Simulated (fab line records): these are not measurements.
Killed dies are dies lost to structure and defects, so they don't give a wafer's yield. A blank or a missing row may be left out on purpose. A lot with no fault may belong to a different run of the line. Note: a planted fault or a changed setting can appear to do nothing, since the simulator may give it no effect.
fab line records	flow sky130
record: lots: 12	wafers: 36	last_day: 50
route steps=708 shown VIA4@640 METAL5@662 PAD_OPEN@708
lots untouched by any fault: they come from a run of this same line in which no faults occurred
start_h: hours from the record's first day to the start of the lot's first wafer shown	wait_h: hours since the lot's step before	" repeats the value in the row above	L1.1+2: a single row standing in for several wafers	- value missing, or start not given	* or withheld: withheld	< > ~ a bound
route shown NAME@n: a module of which the file shows steps, and the number in the route of the first	usual: mean/standard deviation taken from wafers without a fault	same: alike in all rows	chamber/n: place in a boat	sites: readings site by site	_std_site: the values' standard deviation	_edge_site: mean of outer sites minus mean of inner sites	radius_mm: for every site, how far away it sits from the centre of the wafer	mask NAME#n: copy n	behind: the last tool/chamber to shape the wafer	hold: reason for holding the lot/hours on hold/outcome of the hold	device: the n, p or np transistor that did not switch	end of line: tests of these same wafers at the route's end	a step given without rows: its recipe and nothing more	killed: the dies lost at the first sort to structure and to defects; this is not the yield of the wafer	map: dies across one wafer; x = killed, . = not, _ = none there
set.NAME: setting as actually run; set.NAME@STEP: the setting as run at that earlier step	model.NAME: the simulator's own value behind a step, which no gauge read
the route's steps for a sample of lots (tables are steps, rows are wafers)
services: when a tool's chamber went out of use (start_h, in hours from the record's first day, below 0 if earlier), for how many hours, and the reason
== steps ==
step: SKY_VIA4_THK_MEAS_01
recipe: reads: SiO2_of_VIA4_HDPCVD_00
usual: VIA4_HDPCVD_THK: 1750/19
lot.wafer	tool	chamber	start_h	wait_h	VIA4_HDPCVD_THK[nm]
L364.3	film_metro-03	-	980.97	0.1	1764
L364.4	"	-	"	"	1761
L364.5	"	-	"	"	1766
L366.1	film_metro-01	-	988.98	0.1	1742
L366.3	"	-	"	"	1777
L366.6	"	-	"	"	1781
L367.1	film_metro-01	-	1008.23	0.2	1735
L367.3	"	-	"	"	1737
L367.5	"	-	"	"	1768
L368.1	film_metro-01	-	1024.12	0.1	1743
L368.5	"	-	"	"	1768
L368.6	"	-	"	"	1734
L369.1	film_metro-01	-	1026.72	0.1	1752
L369.5	"	-	"	"	1757
L369.6	"	-	"	"	1783
L375.4	film_metro-01	-	1070.30	0.0	1758
L375.5	"	-	"	"	1736
L375.6	"	-	"	"	1749
L376.3	film_metro-03	-	1072.93	0.1	1760
L376.4	"	-	"	"	1723
L376.6	"	-	"	"	1763
L377.1	film_metro-01	-	1073.26	0.1	1736
L377.4	"	-	"	"	1734
L377.6	"	-	"	"	1742
L379.2	film_metro-01	-	1080.30	0.1	1728
L379.4	"	-	"	"	1756
L379.6	"	-	"	"	1765
L381.2	film_metro-03	-	1093.99	0.1	1775
L381.3	"	-	"	"	1775
L381.5	"	-	"	"	1730
L383.1	film_metro-02	-	1099.59	0.1	1742
L383.4	"	-	"	"	1745
L383.5	"	-	"	"	1743
L386.3	film_metro-01	-	1122.47	0.1	1747
L386.4	"	-	"	"	1752
L386.6	"	-	"	"	1750
step: SKY_VIA4_STRIP_13
recipe: chemistry: O2/N2	power_w: 1400	pressure_mtorr: 1500	platen_temp_c: withheld	o2_flow_sccm: 3000	n2_flow_sccm: 300	overash_fraction: 0.5
usual: drypump_motor_current_A: 5.30/0.29	oes_product_au: 0.710/0.0046	strip_time_to_endpoint_s: 12.83/0.042
lot.wafer	tool	chamber	start_h	wait_h	drypump_motor_current_A	oes_product_au	rf_hours_counter_h	strip_time_to_endpoint_s
L364.3	plasma_asher-01	0	1004.58	-	5.55	0.721	-	12.83
L364.4	"	1	"	"	5.20	0.709	-	12.82
L364.5	"	1	"	"	5.18	0.717	-	12.75
L366.1	plasma_asher-01	0	1012.40	-	5.50	0.705	87	12.93
L366.3	"	1	"	"	5.21	0.714	-	12.95
L366.6	"	0	"	"	5.50	0.708	-	12.97
L367.1	plasma_asher-03	1	1031.56	-	5.51	0.712	29	12.78
L367.3	"	0	"	"	4.79	0.705	-	12.79
L367.5	"	1	"	"	5.51	0.707	-	12.85
L368.1	plasma_asher-01	1	1046.60	-	5.18	0.710	90	12.80
L368.5	"	1	"	"	5.19	0.706	-	12.82
L368.6	"	0	"	"	5.51	0.716	-	12.82
L369.1	plasma_asher-04	0	1049.85	-	5.30	0.706	62	12.83
L369.5	"	1	"	"	5.62	0.715	-	12.82
L369.6	"	0	"	"	5.31	0.707	-	12.78
L375.4	plasma_asher-03	0	1091.08	-	4.79	0.702	-	12.82
L375.5	"	0	"	"	4.79	0.707	-	12.82
L375.6	"	1	"	"	5.51	0.711	-	12.79
L376.3	plasma_asher-03	0	1094.35	-	4.80	0.712	-	12.81
L376.4	"	1	"	"	5.48	0.712	-	12.84
L376.6	"	0	"	"	4.80	0.713	-	12.83
L377.1	plasma_asher-04	0	1095.10	-	5.30	0.713	67	12.84
L377.4	"	0	"	"	5.30	0.712	-	12.83
L377.6	"	0	"	"	5.31	0.719	-	12.80
L379.2	plasma_asher-03	0	1100.15	-	4.77	0.710	35	12.78
L379.4	"	1	"	"	5.50	0.712	-	12.80
L379.6	"	1	"	"	5.49	0.709	-	12.83
L381.2	plasma_asher-03	0	1114.31	-	4.80	0.710	36	12.86
L381.3	"	0	"	"	4.78	0.707	-	12.83
L381.5	"	0	"	"	4.79	0.707	-	12.88
L383.1	plasma_asher-04	0	1120.17	-	5.33	0.715	70	12.78
L383.4	"	1	"	"	5.61	0.715	-	12.81
L383.5	"	1	"	"	5.61	0.708	-	12.82
L386.3	plasma_asher-04	0	1141.20	-	5.34	0.712	-	12.80
L386.4	"	1	"	"	5.63	0.711	-	12.83
L386.6	"	0	"	"	5.35	0.715	-	12.84
step: SKY_VIA4_CMP_21
recipe: stop_on: SiO2	t_overpolish_s: 25	down_force_psi: 3.5	platen_rpm: 60	target_thk_nm: 0	pad_velocity_m_s: 0.94248
usual: motor_current_A: 11.2/0.96	overpolish_run_s: 24.999/0.0086	platen_rpm: 60.00/0.035	time_to_endpoint_s: 122/4.3
lot.wafer	tool	chamber	start_h	wait_h	motor_current_A	overpolish_run_s	platen_rpm	time_to_endpoint_s
L364.4	cmp-02	3	1005.53	0.0	11.3	24.992	60.02	121
L364.3	"	1	"	"	11.2	25.004	60.06	121
L364.5	"	3	"	"	11.4	24.997	59.99	122
L366.3	cmp-02	2	1013.38	0.0	12.2	25.001	59.97	120
L366.1	"	3	"	"	10.9	25.008	60.01	119
L366.6	"	2	"	"	12.1	24.993	60.02	125
L367.1	cmp-02	2	1032.69	0.1	12.6	25.009	60.02	127
L367.3	"	3	"	"	10.7	25.009	60.01	122
L367.5	"	1	"	"	11.0	25.013	60.03	123
L368.1	cmp-01	0	1047.69	0.1	10.9	25.003	60.01	125
L368.5	"	3	"	"	9.7	24.996	59.98	128
L368.6	"	0	"	"	11.1	25.004	60.04	126
L369.1	cmp-02	1	1050.96	0.1	10.4	24.998	60.04	122
L369.5	"	0	"	"	12.0	25.006	60.01	129
L369.6	"	1	"	"	10.6	25.002	60.00	124
L375.4	cmp-01	2	1093.47	1.1	12.2	25.002	59.99	123
L375.6	"	2	"	"	12.2	24.996	59.98	124
L375.5	"	3	"	"	9.7	24.986	60.02	128
L376.4	cmp-01	3	1095.39	0.1	9.4	25.002	66.02	112
L376.3	"	0	"	"	11.4	24.999	66.00	111
L376.6	"	3	"	"	9.7	25.020	66.00	112
L377.4	cmp-01	3	1096.08	0.0	9.7	24.998	65.96	110
L377.1	"	2	"	"	12.9	24.980	66.03	103
L377.6	"	0	"	"	11.1	25.002	66.00	108
L379.2	cmp-01	0	1101.61	0.4	11.2	25.004	65.95	106
L379.4	"	2	"	"	12.8	25.003	66.02	104
L379.6	"	3	"	"	9.4	25.006	65.95	111
L381.3	cmp-02	1	1115.38	0.0	11.2	25.010	59.98	128
L381.2	"	3	"	"	10.7	25.000	60.03	127
L381.5	"	2	"	"	12.7	25.005	59.99	128
L383.4	cmp-02	2	1121.25	0.1	11.9	24.995	60.04	122
L383.1	"	3	"	"	10.8	24.994	59.98	122
L383.5	"	2	"	"	12.5	24.995	60.06	123
L386.4	cmp-02	3	1142.15	0.0	10.7	25.006	60.04	122
L386.3	"	2	"	"	12.3	24.991	59.98	124
L386.6	"	0	"	"	11.3	24.996	59.97	130
step: SKY_METAL5_SPUTTER_01
recipe: material: TiN	target_thk_nm: 20	power_w: 6500	time_s: 16.7	chamber_pressure_pa: 0.4
usual: throttle_valve_pct: 29.9/1.1
same: time_s: 16.7
lot.wafer	tool	chamber	start_h	wait_h	throttle_valve_pct
L364.3	pvd_sputter-03	-	1005.85	0.0	31.3
L364.4	"	-	"	"	31.0
L364.5	"	-	"	"	31.5
L366.1	pvd_sputter-01	-	1013.70	0.0	29.4
L366.3	"	-	"	"	30.6
L366.6	"	-	"	"	31.0
L367.1	pvd_sputter-03	-	1032.91	0.0	30.8
L367.3	"	-	"	"	31.3
L367.5	"	-	"	"	28.9
L368.1	pvd_sputter-01	-	1047.96	0.0	29.0
L368.5	"	-	"	"	30.6
L368.6	"	-	"	"	30.7
L369.1	pvd_sputter-03	-	1051.23	0.0	30.9
L369.5	"	-	"	"	29.0
L369.6	"	-	"	"	31.4
L375.4	pvd_sputter-01	-	1093.81	0.0	30.6
L375.5	"	-	"	"	31.0
L375.6	"	-	"	"	29.4
L376.3	pvd_sputter-03	-	1095.66	0.0	29.7
L376.4	"	-	"	"	31.2
L376.6	"	-	"	"	31.5
L377.1	pvd_sputter-04	-	1096.41	0.0	28.8
L377.4	"	-	"	"	27.6
L377.6	"	-	"	"	30.2
L379.2	pvd_sputter-01	-	1101.88	0.0	30.8
L379.4	"	-	"	"	30.4
L379.6	"	-	"	"	30.5
L381.2	pvd_sputter-01	-	1115.70	0.0	30.6
L381.3	"	-	"	"	30.7
L381.5	"	-	"	"	30.6
L383.1	pvd_sputter-01	-	1121.52	0.0	29.0
L383.4	"	-	"	"	30.8
L383.5	"	-	"	"	30.5
L386.3	pvd_sputter-01	-	1142.47	0.0	30.6
L386.4	"	-	"	"	30.5
L386.6	"	-	"	"	31.1
step: SKY_PAD_OPEN_PROBE_99
usual: defect_limited_yield: 81.8/2	killed_at_M0_to_M3: 44/7.5	killed_at_M4_up: 3.3/1.8	killed_at_contacts: 25/5.9	killed_at_front_end: 16/4.7	killed_at_other: 0.3/0.52	killed_dies: 89/9.9	killed_open: 49/7.8	killed_short: 40/5.8	sort_bin_3_pad_short: 0.9/0.43	sort_bin_5_function: 10.8/1.5	sort_bin_6_memory: 6.4/1.1	sort_n_pass: 403/9.9	sort_yield_pct: 81.8/2
same: gross_dies: 492	killed_at_back_side: 0	sort_bin_4_leakage[%]: 0	sort_bin_8_speed[%]: 0
lot.wafer	tool	chamber	start_h	wait_h	defect_limited_yield[%]	killed_at_M0_to_M3	killed_at_M4_up	killed_at_contacts	killed_at_front_end	killed_at_other	killed_dies	killed_open	killed_short	sort_bin_3_pad_short[%]	sort_bin_5_function[%]	sort_bin_6_memory[%]	sort_n_pass	sort_yield_pct[%]
L364.3	prober-01	-	1077.26	0.2	83.9	39	3	21	16	0	79	44	35	0.6	10.4	5.1	413	83.9
L364.4	prober-01	-	1077.31	0.2	83.1	44	1	20	17	1	83	50	31	0.8	11.4	4.7	409	83.1
L364.5	prober-01	-	1077.36	0.2	83.3	40	2	28	12	0	82	45	37	1.0	10.0	5.7	410	83.3
L366.1	prober-01	-	1083.38	0.1	86.2	27	3	17	21	0	68	36	32	0	9.3	4.5	424	86.2
L366.3	prober-01	-	1083.48	0.2	80.7	46	2	27	20	0	95	52	43	0.8	12.0	6.5	397	80.7
L366.6	prober-01	-	1083.63	0.2	79.3	49	4	29	20	0	102	56	45	0.8	13.6	6.3	390	79.3
L367.1	prober-02	-	1100.01	0.1	81.9	45	3	26	15	0	89	54	35	1.4	10.0	6.7	403	81.9
L367.3	prober-02	-	1100.11	0.2	82.3	45	2	30	10	0	87	51	35	1.6	10.2	5.9	405	82.3
L367.5	prober-02	-	1100.21	0.2	83.9	35	1	26	16	1	79	38	41	0.4	10.2	5.5	413	83.9
L368.1	prober-01	-	1112.92	0.1	80.7	42	4	25	24	0	95	61	34	0.6	11.8	6.9	397	80.7
L368.5	prober-01	-	1113.12	0.2	82.3	42	1	26	18	0	87	46	40	1.2	10.0	6.5	405	82.3
L368.6	prober-01	-	1113.17	0.2	80.7	52	1	26	16	0	95	50	43	0.4	11.6	7.3	397	80.7
L369.1	prober-02	-	1116.07	0.1	79.3	56	5	25	16	0	102	50	52	1.2	13.0	6.5	390	79.3
L369.5	prober-02	-	1116.27	0.2	83.7	37	3	25	13	2	80	44	34	0.2	11.0	5.1	412	83.7
L369.6	prober-02	-	1116.32	0.2	83.7	44	3	24	9	0	80	44	36	0.2	9.1	6.9	412	83.7
L375.4	prober-02	-	1155.81	0.2	85.4	40	3	20	9	0	72	32	40	1.0	8.9	4.7	420	85.4
L375.5	prober-02	-	1155.86	0.2	81.3	48	4	23	17	0	92	53	39	1.2	10.0	7.5	400	81.3
L375.6	prober-02	-	1155.91	0.2	81.9	35	6	28	19	1	89	53	36	0.6	11.8	5.7	403	81.9
L376.3	prober-01	-	1157.48	0.2	84.1	36	0	34	8	0	78	43	35	0.6	9.3	5.9	414	84.1
L376.4	prober-01	-	1157.53	0.2	81.5	51	2	26	12	0	91	49	42	1.6	11.4	5.5	401	81.5
L376.6	prober-01	-	1157.63	0.2	85.6	34	0	23	14	0	71	44	26	0.6	9.3	4.5	421	85.6
L377.1	prober-02	-	1157.95	0.1	81.1	54	3	27	9	0	93	48	45	0.6	12.4	5.9	399	81.1
L377.4	prober-02	-	1158.10	0.2	80.9	45	4	29	16	0	94	55	38	0.6	11.4	7.1	398	80.9
L377.6	prober-02	-	1158.20	0.2	83.5	29	5	33	14	0	81	40	40	0.8	9.3	6.3	411	83.5
L379.2	prober-02	-	1163.16	0.1	82.5	42	8	22	14	0	86	45	41	1.6	10.2	5.7	406	82.5
L379.4	prober-02	-	1163.26	0.2	82.3	38	5	26	18	0	87	46	41	0.8	11.4	5.5	405	82.3
L379.6	prober-02	-	1163.36	0.2	80.1	52	5	20	21	0	98	51	47	1.2	12.6	6.1	394	80.1
L381.2	prober-02	-	1174.26	0.1	80.9	40	3	29	22	0	94	52	42	0.8	11.8	6.5	398	80.9
L381.3	prober-02	-	1174.31	0.2	81.9	38	2	24	25	0	89	52	37	1.8	9.6	6.7	403	81.9
L381.5	prober-02	-	1174.41	0.2	83.3	31	7	28	15	1	82	46	36	1.4	11.2	4.1	410	83.3
L383.1	prober-02	-	1181.44	0.1	82.5	46	3	18	19	0	86	47	39	0.8	8.9	7.7	406	82.5
L383.4	prober-02	-	1181.59	0.2	81.1	49	4	19	21	0	93	49	44	1.2	10.8	6.9	399	81.1
L383.5	prober-02	-	1181.64	0.2	78.5	50	6	40	10	0	106	64	42	0.2	13.0	8.3	386	78.5
L386.3	prober-01	-	1197.74	0.2	81.1	47	1	27	18	0	93	49	44	1.4	12.0	5.5	399	81.1
L386.4	prober-01	-	1197.79	0.2	86.4	43	3	12	9	0	67	39	28	0.6	8.5	4.5	425	86.4
L386.6	prober-01	-	1197.89	0.2	81.1	51	3	25	14	0	93	52	41	0.8	12.4	5.7	399	81.1
killed by level:class
L364.3 VIA1:geometric_particle:open=10 VIA3:geometric_particle:open=9 CONTACT:geometric_particle:open=7 VIA2:geometric_particle:open=7 FIELD_ISO:geometric_particle:short=5 LI_CONTACT:geometric_particle:short=5 METAL1:geometric_particle:short=4 LI_CONTACT:geometric_particle:open=3
L364.4 CONTACT:geometric_particle:open=11 VIA1:geometric_particle:open=9 VIA2:geometric_particle:short=6 VIA2:geometric_particle:open=6 VIA3:geometric_particle:open=5 FIELD_ISO:geometric_particle:short=4 FIELD_ISO:geometric_particle:open=4 POLY_GATE:geometric_particle:open=4
L364.5 CONTACT:geometric_particle:open=9 VIA1:geometric_particle:open=9 VIA2:geometric_particle:open=8 CONTACT:geometric_particle:short=7 VIA1:geometric_particle:short=6 VIA3:geometric_particle:open=5 LI_CONTACT:geometric_particle:open=4 FIELD_ISO:geometric_particle:open=3
L366.1 FIELD_ISO:geometric_particle:short=8 POLY_GATE:geometric_particle:open=6 LI_CONTACT:geometric_particle:open=6 VIA1:geometric_particle:open=6 LOCAL_INTERCONNECT:geometric_particle:short=5 VIA2:geometric_particle:short=5 FIELD_ISO:geometric_particle:open=4 VIA3:geometric_particle:open=4
L366.3 VIA2:geometric_particle:open=10 CONTACT:geometric_particle:open=9 VIA1:geometric_particle:open=9 LI_CONTACT:geometric_particle:open=7 LI_CONTACT:geometric_particle:short=7 VIA1:geometric_particle:short=6 POLY_GATE:geometric_particle:short=5 VIA3:geometric_particle:open=5
L366.6 CONTACT:geometric_particle:open=10 VIA2:geometric_particle:open=9 VIA3:geometric_particle:open=8 FIELD_ISO:geometric_particle:open=7 LI_CONTACT:geometric_particle:open=7 METAL2:geometric_particle:short=7 VIA1:geometric_particle:open=7 METAL3:geometric_particle:short=6
L367.1 CONTACT:geometric_particle:open=13 VIA1:geometric_particle:open=12 FIELD_ISO:geometric_particle:open=7 VIA2:geometric_particle:open=7 VIA3:geometric_particle:open=7 FIELD_ISO:geometric_particle:short=5 METAL2:geometric_particle:short=5 LI_CONTACT:geometric_particle:open=4
L367.3 VIA1:geometric_particle:open=17 LI_CONTACT:geometric_particle:open=12 CONTACT:geometric_particle:open=9 METAL2:geometric_particle:short=7 CONTACT:geometric_particle:short=6 VIA2:geometric_particle:open=5 FIELD_ISO:geometric_particle:short=4 METAL3:geometric_particle:short=4
L367.5 FIELD_ISO:geometric_particle:short=8 CONTACT:geometric_particle:open=8 VIA1:geometric_particle:open=6 LI_CONTACT:geometric_particle:short=6 VIA3:geometric_particle:open=5 VIA2:geometric_particle:open=5 LI_CONTACT:geometric_particle:open=4 VIA2:geometric_particle:short=4
L368.1 VIA1:geometric_particle:open=15 FIELD_ISO:geometric_particle:open=11 LI_CONTACT:geometric_particle:open=9 VIA2:geometric_particle:open=9 LI_CONTACT:geometric_particle:short=5 VIA1:geometric_particle:short=5 POLY_GATE:geometric_particle:short=4 CONTACT:geometric_particle:short=4
L368.5 CONTACT:geometric_particle:open=8 LI_CONTACT:geometric_particle:open=7 POLY_GATE:geometric_particle:short=6 METAL2:geometric_particle:short=6 VIA1:geometric_particle:open=6 VIA2:geometric_particle:open=6 FIELD_ISO:geometric_particle:open=5 VIA1:geometric_particle:short=5
L368.6 VIA2:geometric_particle:open=9 METAL2:geometric_particle:short=8 LOCAL_INTERCONNECT:geometric_particle:short=7 CONTACT:geometric_particle:open=7 VIA1:geometric_particle:open=7 VIA2:geometric_particle:short=7 VIA3:geometric_particle:open=7 FIELD_ISO:geometric_particle:open=6
L369.1 VIA1:geometric_particle:open=11 CONTACT:geometric_particle:open=9 VIA1:geometric_particle:short=8 VIA2:geometric_particle:open=8 METAL1:geometric_particle:short=6 METAL2:geometric_particle:short=6 METAL3:geometric_particle:short=6 LOCAL_INTERCONNECT:geometric_particle:short=5
L369.5 CONTACT:geometric_particle:open=11 VIA3:geometric_particle:open=9 VIA1:geometric_particle:open=7 LI_CONTACT:geometric_particle:open=5 FIELD_ISO:geometric_particle:open=4 CONTACT:geometric_particle:short=4 VIA1:geometric_particle:short=4 METAL2:geometric_particle:short=4
L369.6 CONTACT:geometric_particle:open=10 LI_CONTACT:geometric_particle:open=8 METAL1:geometric_particle:short=8 VIA1:geometric_particle:open=8 VIA1:geometric_particle:short=7 VIA3:geometric_particle:open=4 METAL2:geometric_particle:short=3 FIELD_ISO:geometric_particle:short=3
L375.4 VIA1:geometric_particle:open=9 CONTACT:geometric_particle:open=7 VIA2:geometric_particle:open=6 METAL1:geometric_particle:short=5 VIA1:geometric_particle:short=4 POLY_GATE:geometric_particle:short=4 LI_CONTACT:geometric_particle:short=4 LOCAL_INTERCONNECT:geometric_particle:short=4
L375.5 VIA3:geometric_particle:open=13 LI_CONTACT:geometric_particle:open=10 METAL1:geometric_particle:short=6 CONTACT:geometric_particle:open=6 VIA1:geometric_particle:open=6 VIA1:geometric_particle:short=6 FIELD_ISO:geometric_particle:short=5 POLY_GATE:geometric_particle:open=5
L375.6 CONTACT:geometric_particle:open=11 VIA1:geometric_particle:open=11 LI_CONTACT:geometric_particle:open=8 FIELD_ISO:geometric_particle:open=5 CONTACT:geometric_particle:short=5 FIELD_ISO:geometric_particle:short=4 POLY_GATE:geometric_particle:short=4 METAL1:geometric_particle:short=4
L376.3 CONTACT:geometric_particle:open=15 VIA1:geometric_particle:open=11 LI_CONTACT:geometric_particle:open=5 CONTACT:geometric_particle:short=5 METAL3:geometric_particle:short=5 LOCAL_INTERCONNECT:geometric_particle:short=4 METAL1:geometric_particle:short=4 FIELD_ISO:geometric_particle:short=3
L376.4 VIA1:geometric_particle:open=10 LI_CONTACT:geometric_particle:open=9 VIA3:geometric_particle:open=7 CONTACT:geometric_particle:open=6 VIA2:geometric_particle:open=6 VIA3:geometric_particle:short=6 LOCAL_INTERCONNECT:geometric_particle:short=5 METAL1:geometric_particle:short=5
L376.6 VIA1:geometric_particle:open=9 CONTACT:geometric_particle:open=8 METAL2:geometric_particle:short=7 LI_CONTACT:geometric_particle:open=5 VIA3:geometric_particle:open=5 POLY_GATE:geometric_particle:open=4 VIA2:geometric_particle:open=4 FIELD_ISO:geometric_particle:open=3
L377.1 CONTACT:geometric_particle:open=11 VIA2:geometric_particle:short=9 VIA3:geometric_particle:open=9 VIA1:geometric_particle:short=7 VIA2:geometric_particle:open=7 FIELD_ISO:geometric_particle:short=6 LI_CONTACT:geometric_particle:open=6 METAL1:geometric_particle:short=6
L377.4 VIA1:geometric_particle:open=14 CONTACT:geometric_particle:open=10 CONTACT:geometric_particle:short=7 VIA2:geometric_particle:open=7 LI_CONTACT:geometric_particle:open=6 VIA3:geometric_particle:open=6 FIELD_ISO:geometric_particle:short=4 VIA1:geometric_particle:short=4
L377.6 CONTACT:geometric_particle:open=10 LI_CONTACT:geometric_particle:open=8 POLY_GATE:geometric_particle:short=7 LOCAL_INTERCONNECT:geometric_particle:short=6 CONTACT:geometric_particle:short=6 VIA2:geometric_particle:open=5 POLY_GATE:geometric_particle:open=5 METAL1:geometric_particle:short=5
L379.2 VIA1:geometric_particle:open=9 CONTACT:geometric_particle:open=8 METAL4:geometric_particle:short=7 VIA2:geometric_particle:open=7 LI_CONTACT:geometric_particle:open=6 METAL3:geometric_particle:short=5 VIA1:geometric_particle:short=4 METAL2:geometric_particle:short=4
L379.4 LI_CONTACT:geometric_particle:open=8 VIA1:geometric_particle:open=8 VIA3:geometric_particle:open=7 CONTACT:geometric_particle:open=6 FIELD_ISO:geometric_particle:short=5 LOCAL_INTERCONNECT:geometric_particle:short=5 CONTACT:geometric_particle:short=5 METAL3:geometric_particle:short=5
L379.6 VIA1:geometric_particle:open=11 VIA2:geometric_particle:short=7 LI_CONTACT:geometric_particle:open=6 CONTACT:geometric_particle:open=6 METAL1:geometric_particle:short=6 POLY_GATE:geometric_particle:short=5 METAL2:geometric_particle:short=5 VIA3:geometric_particle:open=5
L381.2 CONTACT:geometric_particle:open=13 FIELD_ISO:geometric_particle:open=7 LI_CONTACT:geometric_particle:open=7 METAL1:geometric_particle:short=7 VIA1:geometric_particle:open=7 METAL2:geometric_particle:short=6 FIELD_ISO:geometric_particle:short=5 VIA3:geometric_particle:open=5
L381.3 CONTACT:geometric_particle:open=9 VIA1:geometric_particle:open=8 FIELD_ISO:geometric_particle:open=7 LI_CONTACT:geometric_particle:open=7 METAL1:geometric_particle:short=7 VIA3:geometric_particle:open=6 FIELD_ISO:geometric_particle:short=5 POLY_GATE:geometric_particle:short=5
L381.5 CONTACT:geometric_particle:open=15 VIA1:geometric_particle:open=8 VIA3:geometric_particle:open=7 FIELD_ISO:geometric_particle:open=5 LOCAL_INTERCONNECT:geometric_particle:short=5 CONTACT:geometric_particle:short=5 POLY_GATE:geometric_particle:short=4 METAL2:geometric_particle:short=4
L383.1 VIA1:geometric_particle:open=13 METAL2:geometric_particle:short=11 FIELD_ISO:geometric_particle:open=8 CONTACT:geometric_particle:open=6 CONTACT:geometric_particle:short=4 VIA2:geometric_particle:open=4 FIELD_ISO:geometric_particle:short=3 VIA3:geometric_particle:open=3
L383.4 VIA1:geometric_particle:open=13 VIA1:geometric_particle:short=8 CONTACT:geometric_particle:open=7 METAL1:geometric_particle:short=7 VIA2:geometric_particle:open=7 FIELD_ISO:geometric_particle:short=5 FIELD_ISO:geometric_particle:open=5 SPACER:geometric_particle:short=5
L383.5 VIA1:geometric_particle:open=18 LI_CONTACT:geometric_particle:open=12 LOCAL_INTERCONNECT:geometric_particle:short=11 CONTACT:geometric_particle:open=10 VIA2:geometric_particle:open=6 METAL1:geometric_particle:short=5 VIA3:geometric_particle:open=4 VIA2:geometric_particle:short=4
L386.3 VIA1:geometric_particle:open=14 FIELD_ISO:geometric_particle:short=7 LI_CONTACT:geometric_particle:open=7 METAL1:geometric_particle:short=6 CONTACT:geometric_particle:short=6 CONTACT:geometric_particle:open=6 LOCAL_INTERCONNECT:geometric_particle:short=5 VIA1:geometric_particle:short=5
L386.4 VIA1:geometric_particle:open=10 CONTACT:geometric_particle:open=8 VIA2:geometric_particle:open=7 METAL3:geometric_particle:short=5 VIA1:geometric_particle:short=5 METAL2:geometric_particle:short=5 METAL1:geometric_particle:short=4 VIA3:geometric_particle:open=4
L386.6 VIA2:geometric_particle:open=14 CONTACT:geometric_particle:open=10 VIA3:geometric_particle:open=7 VIA1:geometric_particle:open=6 CONTACT:geometric_particle:short=6 METAL1:geometric_particle:short=5 METAL3:geometric_particle:short=5 FIELD_ISO:geometric_particle:short=4
== services ==
tool	chamber	start_h	hours	kind
pvd_sputter-01	-	1002.92	2.7	repair
cmp-02	-	1017.01	0.7	repair
plasma_asher-04	-	1025.61	0.6	repair
plasma_asher-01	-	1026.45	3.0	repair
plasma_asher-03	-	1036.94	0.7	repair
pvd_sputter-01	-	1052.08	0.5	repair
plasma_asher-03	-	1072.60	3.7	repair
pvd_sputter-04	-	1073.26	4.2	repair
pvd_sputter-01	-	1073.89	8.8	repair
cmp-01	-	1084.00	4.0	pm
cmp-01	-	1088.00	-	consumable_replace:conditioner
cmp-01	-	1088.00	-	consumable_replace:pad
cmp-01	-	1089.23	0.4	repair
cmp-01	-	1089.23	3.3	repair
pvd_sputter-04	-	1108.49	11.0	repair
plasma_asher-04	-	1126.21	3.4	repair
plasma_asher-03	-	1134.15	1.8	repair
== key ==
first_sign: step: SKY_VIA4_CMP_21	reading: platen_rpm	direction: up	sigmas: 99+	usual: 60.00	struck: 65.99
effect: step: SKY_VIA4_CMP_21	reading: time_to_endpoint_s	direction: down	sigmas: 3.2	usual: *	struck: *
met_at SKY_VIA4_CMP_21
struck_lots L376,L377,L379
not_acting_at SKY_VIA4_THK_MEAS_01,SKY_VIA4_STRIP_13,SKY_METAL5_SPUTTER_01
onset_between 1093.47 1095.39
fault: kind: process_parameter_drift	tool: cmp-01	chamber: -	onset_h: 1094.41	steps: SKY_VIA4_CMP_21	channel: platen_rpm	offset: 6	shape: step	end_h: 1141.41	acts_in: these_recipes_only	stated: 60
